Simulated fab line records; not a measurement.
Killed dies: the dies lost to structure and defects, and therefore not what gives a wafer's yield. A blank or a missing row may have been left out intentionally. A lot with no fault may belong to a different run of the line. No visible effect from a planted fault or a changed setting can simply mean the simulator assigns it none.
Struck lot and sound lot, side by side + flow sky130 + 15 out of 708 route steps
Sound: these wafers, L434.2, L434.5, L434.6. Wafers L443.2, L443.5, L443.6 were the ones struck. The cause comes at the end.
Each step with rows lists, per side, the tool, then ch with its chambers, then its first start. Under that, the readings that differ: sound wafers + struck wafers + difference of the means + sigmas: that difference in standard deviations of wafers without a fault.
alike: readings with means less than 2 such deviations apart, plus words and numbers identical on both sides. not compared: withheld readings, readings lacking a value on some wafer, bounds such as >300 that could conceal the same value, and numbers that have no deviation in the record and whose values overlap.
A row with sigmas, a row that says differs or no value, or rows on one side alone: a step with any of these is where the two part. Non-overlapping numbers with no deviation appear without sigmas and do not part them. A reading that every wafer of one side lacks parts them only if that side has two wafers or more.

SKY_VIA2_ETCH_14: etches BARC in N2/H2, stops on SiO2, time 45.9 s, target depth 60 nm.
  sound on rie-diel-03 ch 0,1,2, day 39 03:06; struck on rie-diel-04 ch 1,2,3, day 42 04:15
| reading                | sound                | struck               | difference | sigmas |
|------------------------|----------------------|----------------------|------------|--------|
| throttle-valve-pct (%) | 13.230 13.231 13.238 | 13.214 13.215 13.198 | -0.024     | -3     |
  alike: drypump-motor-current-A, oes-product-au
  not compared: rf-hours-counter-h
then, 1 step without rows for these wafers: SKY_VIA2_ETCH_15 (etches SiO2 in C4F8/O2/Ar, stops on TiN, target depth 546 nm, time 84 s).
SKY_VIA2_STRIP_16: strips in O2/N2.
  sound on plasma-asher-02 ch 0,1, day 39 03:12; struck on plasma-asher-03 ch 0,1, day 42 04:21
| reading                     | sound       | struck      | difference | sigmas |
|-----------------------------|-------------|-------------|------------|--------|
| drypump-motor-current-A (A) | 5.2 5.2 5.2 | 6.3 5.9 6.3 | +1.0       | +2     |
  alike: oes-product-au, strip-time-to-endpoint-s
  not compared: rf-hours-counter-h
then, 4 steps without rows for these wafers: SKY_VIA2_STRIP_17 (strips in post etch residue remover, time 1200 s); SKY_VIA2_CLEAN_18 (cleans in IPA, time 180 s); SKY_VIA2_CLEAN_19 (cleans in O3/DIW); SKY_VIA2_SPUTTER_20 (material TiN, target thk 20 nm, time 80 s).
SKY_VIA2_CVD_21: deposits W, target thk 420 nm, time 126.4 s.
  sound on cvd-w-02 ch 0,1, day 39 03:52; struck on cvd-w-02 ch 0,1, day 42 05:00
  alike: heater-power-w
SKY_VIA2_RS_MEAS_22: measurement is done with a four-point probe.
  sound: film-metro-04 at day 39 04:01; struck: film-metro-01 at day 42 05:09
  alike: VIA2_W_RS
SKY_VIA2_THK_MEAS_23: measures by xrf.
  sound: film-metro-04 at day 39 04:07; struck: film-metro-01 at day 42 05:16
  alike: VIA2_W_THK
SKY_VIA2_CMP_24: polishes, stops on SiO2, t overpolish 20 s, target thk 0 nm.
  sound on cmp-02 ch 2,3, day 39 04:26; struck on cmp-01 ch 0,1,3, day 42 05:25
  alike: motor-current-A, overpolish-run-s, time-to-endpoint-s
SKY_METAL3_SPUTTER_00: material Ti, target thk 15 nm, time 10 s.
  sound: pvd-sputter-04 at day 39 04:44; struck: pvd-sputter-03 at day 42 05:37
  alike: cathode-dc-power-W, chamber-pressure-pa, throttle-valve-pct
SKY_METAL3_SPUTTER_01: material TiN, target thk 20 nm, time 16.7 s.
  sound: pvd-sputter-04 at day 39 04:45; struck: pvd-sputter-03 at day 42 05:38
  no value came back on the struck wafers for cathode-dc-power-W (W), chamber-pressure-pa (Pa), throttle-valve-pct (%); on the sound wafers cathode-dc-power-W (W) reads 6500.4 6502.1 6499.4
then, 1 step without rows for these wafers: SKY_METAL3_SPUTTER_02 (material AlCu, target thk 735 nm, time 39.1 s).
-- the record jumps here: 8 days lie between the struck wafers' starts before and after (it left off in module METAL3 and takes up again in module PAD_OPEN, whose first step shown is number 708 of the route) --
SKY_PAD_OPEN_PROBE_99:
  sound: prober-01 at day 48 02:55; struck: prober-02 at day 50 09:16
| reading                      | sound                   | struck                  | difference | sigmas |
|------------------------------|-------------------------|-------------------------|------------|--------|
| model.etest.met3.line-ohm-um | 0.1429 0.1475 0.1422    | 0.1554 0.1527 0.15      | +0.0085    |        |
| model.etest.met3.rs-ohm-sq   | 0.04303 0.04317 0.04261 | 0.04521 0.04487 0.04496 | +0.00208   |        |
  alike: defect-limited-yield, killed_at_M0_to_M3, killed_at_M4_up, killed-at-contacts, killed-at-front-end, killed-at-other, killed-dies, killed-open, killed-short, sort_bin_3_pad_short, sort_bin_5_function, sort_bin_6_memory, sort-n-pass, sort-yield-pct

WHERE THEY PART
First at SKY_VIA2_ETCH_14; last, within this record, at SKY_METAL3_SPUTTER_01. Later steps at which nothing parts them and some readings are alike: SKY_PAD_OPEN_PROBE_99.

WHY: what had been put in by the simulator
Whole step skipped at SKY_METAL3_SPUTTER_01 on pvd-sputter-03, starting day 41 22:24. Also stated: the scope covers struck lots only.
